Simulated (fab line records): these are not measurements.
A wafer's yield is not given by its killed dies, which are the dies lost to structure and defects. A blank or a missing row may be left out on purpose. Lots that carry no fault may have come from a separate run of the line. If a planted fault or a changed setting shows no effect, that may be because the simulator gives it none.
Which tool is to blame? | flow sky130 | route of 708 steps, sampled at 1 step: 7 lots, 20 wafers

## WHAT EACH GAUGE READ, for each wafer
SKY_VT_ADJUST_PCH_TW_MEAS_10.
lot  | measured     | on            | VT_ADJUST_PCH_TW
L462 | day 10 11:37 | film metro-04 | 143.7 144.6 143.7
L465 | day 11 15:06 | film metro-02 | 141.4 142.0 142.4
L467 | day 12 06:25 | film metro-03 | 142.8 142.5 142.9
L470 | day 13 02:31 | film metro-02 | 141.4 140.2
L477 | day 15 09:12 | film metro-02 | 140.8 140.9 140.2
L480 | day 16 11:11 | film metro-04 | 143.4 143.0 143.5
L482 | day 17 04:57 | film metro-03 | 143.8 143.9 143.2

## WHICH TOOL RAN EACH LOT (tool, then ch and the chambers of the sampled wafers, then the start)
The record holds no process step before these readings.

## THE ANSWER, worked out from the rows above alone
Rule: the usual values come from the lots themselves. Put in order of their means at a reading, lots are off if they are a third of the lots or fewer, leave a main group of 4 or more, and stand apart from it by a gap of 3 or more times the standard deviation of the main group's means; of several such gaps the widest counts. A main group whose means are all the same, to the digits that the tables above print for the reading, isn't used. Also off: a lot with no number at a reading for which 4 or more lots have one. Any other lot the step has rows for is counted as sound.
Nothing can be told from this: no lot is off at any reading shown.

## WHAT THE SIMULATOR HAD PUT IN
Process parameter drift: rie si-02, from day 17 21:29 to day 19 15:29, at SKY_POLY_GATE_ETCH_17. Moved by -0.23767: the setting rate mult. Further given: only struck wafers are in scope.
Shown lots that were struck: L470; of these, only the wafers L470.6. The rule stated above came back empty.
